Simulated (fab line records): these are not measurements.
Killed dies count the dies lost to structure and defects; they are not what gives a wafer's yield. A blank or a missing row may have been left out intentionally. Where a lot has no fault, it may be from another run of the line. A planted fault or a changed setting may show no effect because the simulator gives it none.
Problem report in the 8D (eight disciplines) form, filled by code    flow sky130    the parts of the form that need people (team, actions taken, sign-off) are left out

1. WHAT IS WRONG
Mean VIA1_W_RS at SKY_VIA1_RS_MEAS_22: 1.234 ohm/sq over 2 wafers in 2 lots; fault-free wafers: 0.426 ohm/sq, standard deviation 0.0099. Relative to the usual mean, that is a shift of +82 standard deviations.
The step: measures by four-point-probe.
Earliest sighting: wafer L401.4 on film metro-04 at day 40 07:18. At this step, 30 wafers from 10 lots have a number in the record. The rule behind "out" and "out of limits": a value lying over 4 standard deviations away from the usual mean. All remaining wafers that have a number are taken as sound.

2. WHAT THIS IS AND IS NOT
question                     is                 is not
which readings at this step  VIA1_W_RS          -
which lots                   L401, L402         L385, L386, L387, L388, L390, L392, L394, L405
which wafers of those lots   L401.4, L402.2     L401.1, L401.5, L402.5, L402.6
read on which gauges         film metro-04      film metro-01
when                         from day 40 07:18  up to then (23 sound wafers); but 5 sound wafers of L402, L405 came after

3. THE SUSPECTS, EACH WITH WHAT RULES IT OUT
Counting: if a tool at a process step up to the reading ran every lot that is out, it stays a suspect. Sound lots after the first of them don't rule it out here, since some wafers of a struck lot are sound.
- the gauge at SKY_VIA1_RS_MEAS_22 has been ruled out. All the wafers that are out were read on film metro-04, but those of them that SKY_VIA1_CMP_24 has rows for are out there too, on other tools.
- cvd w-02 at SKY_VIA1_CVD_21 (deposits W, target thk 270 nm, time 80.902 s): kept. Ran every lot that is out, first one L401 (day 40 07:12); last sound lot up to then L394 (day 38 01:17).
Left after counting: cvd w-02 at SKY_VIA1_CVD_21.

4. THE CAUSE (what the simulator had put in)
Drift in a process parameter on cvd w-02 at SKY_VIA1_CVD_21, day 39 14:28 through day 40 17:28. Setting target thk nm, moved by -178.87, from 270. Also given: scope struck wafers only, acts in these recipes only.
Only this tool survived the counting.

5. SEQUENCE OF EFFECTS, ordered by route
Rows list readings where the struck wafers' mean (over those with a number) sits beyond 3 standard deviations from the usual. Scope: only readings with a usual standard deviation given in the record; hours: median across lots of the time from each lot's start at the first step in this table that gives one to its start at this step; sigmas: change in usual standard deviations.
hours  step                  reading             usual         on struck wafers  change  sigmas
0      SKY_VIA1_RS_MEAS_22   VIA1_W_RS           0.426 ohm/sq  1.234             +0.808  +82
0      SKY_VIA1_THK_MEAS_23  VIA1_W_THK          271 nm        95                -176    -25
0      SKY_VIA1_CMP_24       time to endpoint s  65 s          26                -40     -10
Process steps it contains:
- SKY_VIA1_CMP_24: polishes, stops on SiO2, t overpolish 15 s, target thk 0 nm.
At these later measuring or inspecting steps, every struck wafer for which the step has a row has a number for every such reading, and none has moved that far: SKY_VIA2_THK_MEAS_23.

6. WHAT WOULD HAVE CAUGHT IT SOONER
Counted from the fault's start at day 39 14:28, it took 17 hours until the first out-of-limits reading at a measuring or inspecting step in this record, taken at day 40 07:18.
An alarm limit of 4 standard deviations would not have fired on the tool readings at SKY_VIA1_CVD_21 for which the record gives a usual standard deviation, since none of them was out on any struck wafer.
Of the lots that are out (2), L402 began SKY_VIA1_CVD_21 on cvd w-02 after day 40 07:18. Holding the tool at that time would have saved it.
